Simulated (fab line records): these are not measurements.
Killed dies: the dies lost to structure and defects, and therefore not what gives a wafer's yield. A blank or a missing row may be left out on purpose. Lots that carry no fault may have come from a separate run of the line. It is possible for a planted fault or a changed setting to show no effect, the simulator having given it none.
Matching of chambers | flow gf180mcu | GF_V5_CVD_02 on pecvd-03 has 3 sister chambers
The step deposits SiO2 from TEOS, target thk 1450 nm, time 163.28 s. 6 wafers are shown with their chamber, then 7 later ones without.

## EACH WAFER AND ITS CHAMBER
wafer  | chamber | heater-power-w (W)
L806.2 | 1       | 599
L806.3 | 2       | 598
L809.2 | 2       | 698
L809.3 | 1       | 646
L808.1 | 0       | 702
L808.4 | 0       | 579

## WAFERS MISSING THEIR CHAMBER
wafer  | heater-power-w (W)
L808.6 | 555
L814.3 | 564
L814.5 | 652
L814.6 | 700
L815.3 | 671
L815.4 | 666
L815.6 | 707

## WHICH CHAMBER EACH ONE RAN IN
wafer  | from the rows above          | in truth
L808.6 | can't be placed: 1 or 0 or 2 | 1
L814.3 | can't be placed: 1 or 0 or 2 | 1
L814.5 | can't be placed: 2 or 0 or 1 | 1
L814.6 | can't be placed: 2 or 0 or 1 | 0
L815.3 | can't be placed: 2 or 0 or 1 | 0
L815.4 | can't be placed: 2 or 0 or 1 | 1
L815.6 | can't be placed: 2 or 0 or 1 | 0
Correct placement for 0 of the 7. These rows do not allow placing 7 (true chamber among the candidates in 7). Placed wrongly: 0.
How it was worked out, from the rows above alone: a wafer's distance from a chamber is the root of the sum, over the readings, of the square of ((its reading less the chamber's mean) divided by the reading's scatter). The wafer belongs to the nearest chamber; if the next one is less than 2 further off, it can't be placed. A chamber's mean is the mean of its shown wafers. The scatter: take each reading less its chamber's mean, square it, sum over the shown wafers, divide by the number of wafers less the number of chambers, and take the root.
